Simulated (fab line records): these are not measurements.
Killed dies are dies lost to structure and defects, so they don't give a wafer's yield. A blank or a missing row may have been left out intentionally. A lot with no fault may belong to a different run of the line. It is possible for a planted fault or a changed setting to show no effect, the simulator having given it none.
Chamber matching    flow sky130    SKY_VIA3_CMP_02 on cmp-02 has 4 sister chambers
The step polishes SiO2. 4 wafers are shown with their chamber, then 7 later ones without.

== EACH WAFER AND ITS CHAMBER ==
wafer   chamber  motor_current_A (A)
L964.5  0        10.7
L968.6  3        12.8
L972.1  2        14.1
L972.3  1        10.9

== WAFERS MISSING THEIR CHAMBER ==
wafer   motor_current_A (A)
L972.6  11.7
L982.2  11.1
L982.4  11.3
L982.6  11.6
L984.1  11.5
L984.3  15.7
L984.5  11.3

== WHICH CHAMBER EACH WENT THROUGH ==
wafer   from the rows above           in truth
L972.6  can't be placed: 1 or 0 or 3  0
L982.2  can't be placed: 1 or 0 or 3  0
L982.4  can't be placed: 1 or 0 or 3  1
L982.6  can't be placed: 1 or 0 or 3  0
L984.1  can't be placed: 1 or 0 or 3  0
L984.3  can't be placed: 2 or 3       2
L984.5  can't be placed: 1 or 0 or 3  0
Placed correctly: 0 of 7. Cannot be placed on the basis of these rows: 7; the candidates contain the true chamber in 7. 0 placed wrongly.
How it was worked out, from the rows above alone: a wafer's distance from a chamber is the root of the sum, over the readings, of the square of ((its reading less the chamber's mean) divided by the reading's scatter). If the next closest chamber is less than 2 further off than the closest, the wafer can't be placed; otherwise it belongs to the closest. For every chamber, the mean is computed from those of its wafers that are shown. The scatter: with one shown wafer a chamber, the root of the mean of the squares of how far each hidden wafer lies from its nearest shown one.
